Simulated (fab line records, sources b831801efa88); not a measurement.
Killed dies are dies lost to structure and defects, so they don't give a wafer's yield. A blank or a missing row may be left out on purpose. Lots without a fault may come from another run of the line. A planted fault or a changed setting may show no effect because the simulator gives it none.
Which tool did it? | flow sky130 | 6 lots, 18 wafers sampled, at 2 steps of a route of 708

WHAT THE GAUGES READ, wafer by wafer
SKY_VT_ADJUST_LVTN_TW_MEAS_21.
lot  | measured     | on            | VT_ADJUST_LVTN_2_TW
L104 | day 8 13:32  | film_metro-04 | 188.5 189.5 188.5
L106 | day 8 23:55  | film_metro-04 | 188.1 188.9 188.8
L117 | day 12 08:31 | film_metro-01 | 188.9 189.3 188.9
L118 | day 12 18:23 | film_metro-04 | 188.6 188.9 187.8
L121 | day 13 11:26 | film_metro-01 | 190.0 189.0 189.8
L123 | day 14 01:20 | film_metro-03 | 190.6 190.2 190.3

WHICH TOOL RAN EACH LOT (tool, then ch and the chambers of the sampled wafers, then the start)
lot  | SKY_VT_ADJUST_LVTN_IMPLANT_19
L104 | implanter-01 ch 0, day 8 13:17
L106 | implanter-03 ch 0, day 8 23:40
L117 | implanter-03 ch 0, day 12 08:17
L118 | implanter-03 ch 0, day 12 18:08
L121 | implanter-01 ch 0, day 13 11:11
L123 | implanter-03 ch 0, day 14 01:05
- SKY_VT_ADJUST_LVTN_IMPLANT_19

THE ANSWER, worked out from the rows above alone
Rule: what is usual is taken from the lots themselves. Put in order of their means at a reading, lots are off if they are a third of the lots or fewer, leave a main group of 4 or more, and stand apart from it by a gap of 3 or more times the standard deviation of the main group's means; of several such gaps the widest counts. A main group whose means are all the same, to the digits that the tables above print for the reading, isn't used. A lot without any number at a reading at which 4 lots or more have one is off too. The other lots that the step has rows for count as sound.
No lot is off at any reading shown: from this, nothing can be told.

WHAT THE SIMULATOR HAD PUT IN
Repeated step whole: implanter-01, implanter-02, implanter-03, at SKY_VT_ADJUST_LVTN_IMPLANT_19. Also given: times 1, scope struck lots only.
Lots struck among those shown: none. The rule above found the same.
